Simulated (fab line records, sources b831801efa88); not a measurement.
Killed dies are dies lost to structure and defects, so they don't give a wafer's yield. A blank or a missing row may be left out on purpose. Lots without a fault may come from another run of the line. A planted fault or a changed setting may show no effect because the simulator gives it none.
Which tool did it? | flow sky130 | 10 lots, 30 wafers sampled, at 7 steps of a route of 708

WHAT THE GAUGES READ, wafer by wafer
SKY_LDD_P_CD_MEAS_07: target cd 380 nm. Usual: cd_nm 380.7 nm, standard deviation 2.5.
lot  | measured     | on        | cd_nm (nm)        | flag
L747 | day 19 13:48 | cd_sem-02 | 382.1 383.0 384.2 |
L749 | day 20 00:51 | cd_sem-02 | 377.9 377.6 378.8 |
L753 | day 21 13:49 | cd_sem-01 | 379.1 381.1 385.6 |
L756 | day 22 12:52 | cd_sem-01 | 381.2 380.0 384.7 |
L760 | day 23 23:09 | cd_sem-02 | 382.9 378.9 380.4 |
L759 | day 23 23:34 | cd_sem-02 | 379.6 379.7 379.4 |
L757 | day 24 00:38 | cd_sem-01 | - - -             | OFF
L758 | day 24 00:43 | cd_sem-02 | - - -             | OFF
L768 | day 27 04:37 | cd_sem-02 | 377.7 379.3 381.2 |
L769 | day 27 05:29 | cd_sem-01 | 379.3 376.9 377.5 |

SKY_LDD_HVN_TW_MEAS_10. Usual: LDD_HVN_TW 1435, standard deviation 7.3.
lot  | measured     | on            | LDD_HVN_TW     | flag
L747 | day 20 20:04 | film_metro-04 | 1439 1434 1438 |
L749 | day 21 08:19 | film_metro-04 | 1422 1429 1438 |
L753 | day 22 20:37 | film_metro-02 | 1437 1432 1436 |
L756 | day 23 18:03 | film_metro-04 | 1435 1443 1442 |
L760 | day 25 05:37 | film_metro-04 | 1421 1431 1430 |
L759 | day 25 06:07 | film_metro-02 | 1438 1445 1429 |
L757 | day 25 07:06 | film_metro-02 | 1468 1469 1471 | OFF
L758 | day 25 07:26 | film_metro-04 | 1461 1466 1469 | OFF
L768 | day 28 09:49 | film_metro-03 | 1428 1429 1426 |
L769 | day 28 10:25 | film_metro-04 | 1435 1438 1432 |

SKY_LDD_HVP_OVL_MEAS_07. Usual: LDD_HVP_OVL -0.6 nm, standard deviation 1.3.
lot  | measured     | on         | LDD_HVP_OVL (nm) | flag
L747 | day 22 03:13 | overlay-02 | -0.2 -0.3 -2.0   |
L749 | day 22 15:07 | overlay-01 | -1.0 -1.6 -0.5   |
L753 | day 24 01:34 | overlay-02 | -1.7 -0.6 -1.7   |
L756 | day 24 23:31 | overlay-02 | -1.7 0.5 -0.6    |
L760 | day 26 10:58 | overlay-01 | -2.2 -1.6 -0.8   |
L759 | day 26 11:49 | overlay-01 | -1.8 -2.6 -2.1   |
L757 | day 26 12:40 | overlay-02 | 0.8 0.4 -0.6     |
L758 | day 26 12:59 | overlay-01 | -2.6 -2.7 -4.9   |
L768 | day 29 13:22 | overlay-02 | -1.3 1.2 -0.9    |
L769 | day 29 14:25 | overlay-02 | 0.1 -1.9 -1.3    |

SKY_LDD_HVP_TW_MEAS_10. Usual: LDD_HVP_TW 455.8, standard deviation 2.3.
lot  | measured     | on            | LDD_HVP_TW        | flag
L747 | day 22 03:30 | film_metro-02 | 454.0 454.0 454.2 |
L749 | day 22 15:24 | film_metro-01 | 454.7 453.4 455.4 |
L753 | day 24 01:51 | film_metro-04 | 458.2 458.2 455.4 |
L756 | day 24 23:48 | film_metro-01 | 455.5 457.3 455.4 |
L760 | day 26 11:15 | film_metro-04 | 453.1 452.7 454.4 |
L759 | day 26 12:06 | film_metro-02 | 455.0 455.2 454.7 |
L757 | day 26 12:56 | film_metro-04 | 692.2 690.4 695.5 | OFF
L758 | day 26 13:16 | film_metro-01 | 698.5 698.8 699.1 | OFF
L768 | day 29 13:40 | film_metro-02 | 461.2 462.7 458.4 |
L769 | day 29 14:43 | film_metro-02 | 456.6 458.2 456.4 |

WHICH TOOL RAN EACH LOT (tool, then ch and the chambers of the sampled wafers, then the start)
lot  | SKY_LDD_N_STRIP_16                   | SKY_LDD_P_COAT_02                 | SKY_LDD_HVN_STRIP_09
L747 | plasma_asher-02 ch 0,1, day 18 08:52 | litho_track-03 ch 0, day 18 22:44 | plasma_asher-02 ch 0,1, day 20 19:57
L749 | plasma_asher-04 ch 0,1, day 18 18:47 | litho_track-01 ch 0, day 19 10:18 | plasma_asher-02 ch 0,1, day 21 08:13
L753 | plasma_asher-01 ch 0,1, day 20 07:02 | litho_track-01 ch 0, day 20 22:59 | plasma_asher-03 ch 1, day 22 20:31
L756 | plasma_asher-01 ch 0,1, day 21 06:24 | litho_track-03 ch 0, day 21 20:49 | plasma_asher-04 ch 0,1, day 23 17:57
L760 | plasma_asher-02 ch 0,1, day 22 17:09 | litho_track-01 ch 0, day 23 07:42 | plasma_asher-04 ch 0,1, day 25 05:30
L759 | plasma_asher-01 ch 0,1, day 22 18:14 | litho_track-04 ch 0, day 23 08:25 | plasma_asher-03 ch 0,1, day 25 06:01
L757 | plasma_asher-02 ch 0,1, day 22 18:49 | litho_track-04, day 23 09:19      | plasma_asher-03 ch 0,1, day 25 07:00
L758 | plasma_asher-01 ch 0,1, day 22 19:12 | litho_track-03, day 23 09:23      | plasma_asher-04 ch 0,1, day 25 07:20
L768 | plasma_asher-04 ch 0,1, day 25 23:11 | litho_track-04 ch 0, day 26 13:37 | plasma_asher-03 ch 0,1, day 28 09:44
L769 | plasma_asher-01 ch 0,1, day 26 00:24 | litho_track-01 ch 0, day 26 14:48 | plasma_asher-03 ch 1, day 28 10:18
- SKY_LDD_N_STRIP_16: strips in O2/N2.
- SKY_LDD_P_COAT_02: resist thk 1140 nm.
- SKY_LDD_HVN_STRIP_09: strips in O2/N2.

WHAT THE TOOLS THEMSELVES READ (means of the sampled wafers that have a number; where no wafer has one, the mark that the record gives instead)
SKY_LDD_N_STRIP_16. Usual: drypump_motor_current_A 5.18 A, standard deviation 0.26; n2_flow_sccm 300.0 sccm, standard deviation 0.88; o2_flow_sccm 2999 sccm, standard deviation 8.8; oes_product_au 0.407 a.u., standard deviation 0.0046; strip_time_to_endpoint_s 4.312 s, standard deviation 0.017.
lot  | tool            | drypump_motor_current_A (A) | n2_flow_sccm (sccm) | o2_flow_sccm (sccm) | oes_product_au (a.u.) | strip_time_to_endpoint_s (s) | flag
L747 | plasma_asher-02 | 5.42                        | 299.6               | 3004                | 0.404                 | 4.301                        |
L749 | plasma_asher-04 | 5.22                        | 300.2               | 2999                | 0.408                 | 4.315                        |
L753 | plasma_asher-01 | 5.03                        | 300.2               | 2989                | 0.404                 | 4.335                        |
L756 | plasma_asher-01 | 5.05                        | 299.6               | 3011                | 0.413                 | 4.307                        |
L760 | plasma_asher-02 | 5.43                        | 299.8               | 3003                | 0.404                 | 4.291                        |
L759 | plasma_asher-01 | 5.05                        | 299.5               | 3000                | 0.406                 | 4.314                        |
L757 | plasma_asher-02 | 5.18                        | 299.5               | 2993                | 0.412                 | 4.313                        |
L758 | plasma_asher-01 | 5.06                        | 299.2               | 2995                | 0.404                 | 4.294                        |
L768 | plasma_asher-04 | 5.31                        | 301.1               | 2997                | 0.406                 | 4.309                        |
L769 | plasma_asher-01 | 5.07                        | 299.2               | 2995                | 0.406                 | 4.319                        |

SKY_LDD_P_COAT_02. Usual: chill_plate_temp_C 23.00 C, standard deviation 0.1; dispense_pressure_kPa 45.9 kPa, standard deviation 1.1.
lot  | tool           | chill_plate_temp_C (C) | dispense_pressure_kPa (kPa) | flag
L747 | litho_track-03 | 23.01                  | 44.3                        |
L749 | litho_track-01 | 23.22                  | 46.4                        |
L753 | litho_track-01 | 23.03                  | 46.3                        |
L756 | litho_track-03 | 22.94                  | 44.3                        |
L760 | litho_track-01 | 22.98                  | 46.3                        |
L759 | litho_track-04 | 23.02                  | 47.0                        |
L757 | litho_track-04 | -                      | -                           | OFF
L758 | litho_track-03 | -                      | -                           | OFF
L768 | litho_track-04 | 23.05                  | 47.0                        |
L769 | litho_track-01 | 23.10                  | 46.3                        |

SKY_LDD_HVN_STRIP_09. Usual: drypump_motor_current_A 5.4 A, standard deviation 0.35; n2_flow_sccm 300.0 sccm, standard deviation 0.88; o2_flow_sccm 2998 sccm, standard deviation 8.8; oes_product_au 0.409 a.u., standard deviation 0.0051; strip_time_to_endpoint_s 4.135 s, standard deviation 0.016.
lot  | tool            | drypump_motor_current_A (A) | n2_flow_sccm (sccm) | o2_flow_sccm (sccm) | oes_product_au (a.u.) | strip_time_to_endpoint_s (s) | flag
L747 | plasma_asher-02 | 5.2                         | 300.9               | 2999                | 0.406                 | 4.120                        |
L749 | plasma_asher-02 | 5.4                         | 300.4               | 2994                | 0.409                 | 4.119                        |
L753 | plasma_asher-03 | 5.3                         | 299.9               | 3005                | 0.407                 | 4.116                        |
L756 | plasma_asher-04 | 5.2                         | 300.3               | 2992                | 0.411                 | 4.138                        |
L760 | plasma_asher-04 | 5.2                         | 299.2               | 2997                | 0.409                 | 4.149                        |
L759 | plasma_asher-03 | 5.6                         | 299.4               | 3008                | 0.408                 | 4.136                        |
L757 | plasma_asher-03 | 5.8                         | 299.9               | 2999                | 0.410                 | 4.143                        |
L758 | plasma_asher-04 | 5.2                         | 299.1               | 2994                | 0.410                 | 4.142                        |
L768 | plasma_asher-03 | 5.8                         | 300.3               | 2996                | 0.406                 | 4.142                        |
L769 | plasma_asher-03 | 5.4                         | 300.2               | 3005                | 0.412                 | 4.137                        |

THE ANSWER, worked out from the rows above alone
Rule: a lot is off if the mean of its wafers that have a number lies more than 3 standard deviations from the usual mean. A lot without any number at a reading at which 4 lots or more have one is off too. The other lots that the step has rows for count as sound. The gauges are gone through in route order, then the tools' own readings, and for those a lot's mean is taken as printed above. The first step at which some lot is off is used, and at that step the reading that is off furthest; a lot without a number counts as furthest.
Off: L757, L758, at SKY_LDD_P_CD_MEAS_07 (cd_nm). Without a number there: L757, L758.
A tool fits if, at a process step before that reading, it ran every lot that is off, and no sound lot after the first of them. The gauges at SKY_LDD_P_CD_MEAS_07 aren't tried: what is off there is off at SKY_LDD_HVN_TW_MEAS_10 too, on other tools, and a gauge's error can't cause that. None of those tried fits.

WHAT THE SIMULATOR HAD PUT IN
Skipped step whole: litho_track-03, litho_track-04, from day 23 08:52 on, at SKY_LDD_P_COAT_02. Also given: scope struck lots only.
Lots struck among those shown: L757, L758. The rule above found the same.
